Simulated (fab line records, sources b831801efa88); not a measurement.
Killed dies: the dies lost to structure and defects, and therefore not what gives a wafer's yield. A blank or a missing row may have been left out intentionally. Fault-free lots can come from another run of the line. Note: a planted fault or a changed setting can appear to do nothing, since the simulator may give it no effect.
Which tool was responsible? :: flow gf180mcu :: 35 wafers from 12 lots sampled at 5 of the route's 602 steps

WHAT EACH GAUGE READ, for each wafer
GF_V3_BOW_MEAS_05. Usual: for V3_BOW the level is 115 um and the standard deviation is 8.3.
lot: L795
measured: day 21 10:47
on: film_metro-02
V3_BOW (um): 113 103 125
flag: 

lot: L796
measured: day 21 19:16
on: film_metro-03
V3_BOW (um): 107 100 111
flag: 

lot: L797
measured: day 22 06:31
on: film_metro-01
V3_BOW (um): 119 130 114
flag: 

lot: L798
measured: day 22 09:13
on: film_metro-01
V3_BOW (um): 113 119 112
flag: 

lot: L799
measured: day 22 22:20
on: film_metro-01
V3_BOW (um): 120 116 111
flag: 

lot: L800
measured: day 23 06:32
on: film_metro-02
V3_BOW (um): 123 130 127
flag: 

lot: L801
measured: day 23 15:14
on: film_metro-02
V3_BOW (um): 102 114 126
flag: 

lot: L802
measured: day 23 23:09
on: film_metro-01
V3_BOW (um): 127 120 117
flag: 

lot: L805
measured: day 24 20:17
on: film_metro-01
V3_BOW (um): 116 122
flag: 

lot: L815
measured: day 27 22:22
on: film_metro-03
V3_BOW (um): 114 103 111
flag: 

lot: L816
measured: day 28 06:41
on: film_metro-01
V3_BOW (um): 110 118 113
flag: 

lot: L818
measured: day 28 22:15
on: film_metro-02
V3_BOW (um): 108 111 118
flag: 

GF_V3_CD_MEAS_14: target cd 260 nm. Usual: cd_nm 260.0 nm, standard deviation 1.4.
lot: L795
measured: day 22 10:13
on: cd_sem-01
cd_nm (nm): 261.9 261.3 262.6
flag: 

lot: L796
measured: day 22 18:06
on: cd_sem-01
cd_nm (nm): 259.5 259.8 259.6
flag: 

lot: L797
measured: day 23 05:30
on: cd_sem-02
cd_nm (nm): 261.3 261.5 260.6
flag: 

lot: L798
measured: day 23 07:57
on: cd_sem-02
cd_nm (nm): 259.1 258.6 258.3
flag: 

lot: L799
measured: day 23 20:39
on: cd_sem-01
cd_nm (nm): 260.7 261.6 259.7
flag: 

lot: L800
measured: day 24 05:18
on: cd_sem-02
cd_nm (nm): 260.3 260.2 260.6
flag: 

lot: L801
measured: day 24 13:10
on: cd_sem-02
cd_nm (nm): 262.1 263.4 262.7
flag: 

lot: L802
measured: day 24 20:53
on: cd_sem-02
cd_nm (nm): 263.1 262.8 262.4
flag: 

lot: L805
measured: day 25 17:25
on: cd_sem-02
cd_nm (nm): 258.8 257.5
flag: 

lot: L815
measured: day 28 17:39
on: cd_sem-02
cd_nm (nm): 260.3 261.0 260.5
flag: 

lot: L816
measured: day 29 01:42
on: cd_sem-02
cd_nm (nm): 258.6 258.7 259.8
flag: 

lot: L818
measured: day 29 16:44
on: cd_sem-01
cd_nm (nm): 260.0 259.9 259.3
flag: 

GF_TOP_METAL_CD_MEAS_14: target cd 440 nm. Usual: cd_nm 438.6 nm, standard deviation 2.5.
lot: L795
measured: day 28 02:58
on: cd_sem-01
cd_nm (nm): 438.0 438.1 437.2
flag: 

lot: L796
measured: day 28 09:17
on: cd_sem-02
cd_nm (nm): 436.5 433.6 432.5
flag: 

lot: L797
measured: day 28 19:59
on: cd_sem-02
cd_nm (nm): 438.3 438.3 437.3
flag: 

lot: L798
measured: day 28 20:59
on: cd_sem-01
cd_nm (nm): 439.8 439.5 440.0
flag: 

lot: L799
measured: day 29 08:44
on: cd_sem-02
cd_nm (nm): 442.6 440.9 441.6
flag: 

lot: L800
measured: day 29 13:36
on: cd_sem-02
cd_nm (nm): 436.4 436.6 435.7
flag: 

lot: L801
measured: day 29 21:21
on: cd_sem-02
cd_nm (nm): 438.6 436.7 436.8
flag: 

lot: L802
measured: day 30 04:26
on: cd_sem-01
cd_nm (nm): 439.5 440.0 438.6
flag: 

lot: L805
measured: day 30 23:18
on: cd_sem-01
cd_nm (nm): 441.5 449.8
flag: 

lot: L815
measured: day 33 10:18
on: cd_sem-02
cd_nm (nm): 439.1 438.3 438.5
flag: 

lot: L816
measured: day 33 16:08
on: cd_sem-02
cd_nm (nm): 436.2 437.4 437.1
flag: 

lot: L818
measured: day 34 04:07
on: cd_sem-01
cd_nm (nm): 435.5 435.8 435.7
flag: 

TOOL THAT RAN EACH LOT (tool first, then ch and the chambers of the sampled wafers, then the start)
lot: L795
GF_TOP_METAL_SPUTTER_04: pvd_sputter-03, day 27 07:05
GF_TOP_METAL_DEVELOP_13: litho_track-04 ch 0, day 28 02:49

lot: L796
GF_TOP_METAL_SPUTTER_04: pvd_sputter-01, day 27 14:08
GF_TOP_METAL_DEVELOP_13: litho_track-04 ch 0, day 28 09:08

lot: L797
GF_TOP_METAL_SPUTTER_04: pvd_sputter-04, day 28 00:32
GF_TOP_METAL_DEVELOP_13: litho_track-04 ch 0, day 28 19:50

lot: L798
GF_TOP_METAL_SPUTTER_04: pvd_sputter-04, day 28 01:52
GF_TOP_METAL_DEVELOP_13: litho_track-04 ch 0, day 28 20:50

lot: L799
GF_TOP_METAL_SPUTTER_04: pvd_sputter-04, day 28 13:05
GF_TOP_METAL_DEVELOP_13: litho_track-02 ch 0, day 29 08:33

lot: L800
GF_TOP_METAL_SPUTTER_04: pvd_sputter-01, day 28 19:00
GF_TOP_METAL_DEVELOP_13: litho_track-02 ch 0, day 29 13:27

lot: L801
GF_TOP_METAL_SPUTTER_04: pvd_sputter-04, day 29 02:47
GF_TOP_METAL_DEVELOP_13: litho_track-04 ch 0, day 29 21:13

lot: L802
GF_TOP_METAL_SPUTTER_04: pvd_sputter-04, day 29 09:57
GF_TOP_METAL_DEVELOP_13: litho_track-01 ch 0, day 30 04:18

lot: L805
GF_TOP_METAL_SPUTTER_04: pvd_sputter-03, day 30 05:14
GF_TOP_METAL_DEVELOP_13: litho_track-04 ch 0, day 30 23:10

lot: L815
GF_TOP_METAL_SPUTTER_04: pvd_sputter-04, day 32 18:31
GF_TOP_METAL_DEVELOP_13: litho_track-02 ch 0, day 33 10:09

lot: L816
GF_TOP_METAL_SPUTTER_04: pvd_sputter-03, day 33 00:55
GF_TOP_METAL_DEVELOP_13: litho_track-01 ch 0, day 33 16:00

lot: L818
GF_TOP_METAL_SPUTTER_04: pvd_sputter-03, day 33 13:26
GF_TOP_METAL_DEVELOP_13: litho_track-01 ch 0, day 34 03:58
- GF_TOP_METAL_SPUTTER_04: material TiN, target thk 25 nm, time 20.8 s.
- GF_TOP_METAL_DEVELOP_13: develop time 60 s.

AS READ BY THE TOOLS THEMSELVES (means over the sampled wafers that have a number; for cases with no such wafer, the mark the record gives instead)
GF_TOP_METAL_SPUTTER_04. Usual: throttle_valve_pct 30.2 %, standard deviation 0.95.
lot: L795
tool: pvd_sputter-03
throttle_valve_pct (%): 30.3
flag: 

lot: L796
tool: pvd_sputter-01
throttle_valve_pct (%): 29.3
flag: 

lot: L797
tool: pvd_sputter-04
throttle_valve_pct (%): 30.3
flag: 

lot: L798
tool: pvd_sputter-04
throttle_valve_pct (%): 30.3
flag: 

lot: L799
tool: pvd_sputter-04
throttle_valve_pct (%): 30.8
flag: 

lot: L800
tool: pvd_sputter-01
throttle_valve_pct (%): 30.3
flag: 

lot: L801
tool: pvd_sputter-04
throttle_valve_pct (%): 30.9
flag: 

lot: L802
tool: pvd_sputter-04
throttle_valve_pct (%): 30.8
flag: 

lot: L805
tool: pvd_sputter-03
throttle_valve_pct (%): 29.9
flag: 

lot: L815
tool: pvd_sputter-04
throttle_valve_pct (%): 30.7
flag: 

lot: L816
tool: pvd_sputter-03
throttle_valve_pct (%): 30.8
flag: 

lot: L818
tool: pvd_sputter-03
throttle_valve_pct (%): 30.0
flag: 

THE ANSWER, worked out from the rows above alone
Rule: lot off if the mean of its wafers having a number is beyond 3 standard deviations from the usual mean. Also off: a lot with no number at a reading for which 4 or more lots have one. All remaining lots with rows at the step are treated as sound. Order of review: gauges by route order, followed by the tools' own readings, for which a lot's mean as printed above is used. The first step at which some lot is off is used, and at that step the reading that is off furthest; a lot without a number counts as furthest.
No lot is off on any of the readings shown, so nothing can be concluded from this.

WHAT THE SIMULATOR HAD PUT IN
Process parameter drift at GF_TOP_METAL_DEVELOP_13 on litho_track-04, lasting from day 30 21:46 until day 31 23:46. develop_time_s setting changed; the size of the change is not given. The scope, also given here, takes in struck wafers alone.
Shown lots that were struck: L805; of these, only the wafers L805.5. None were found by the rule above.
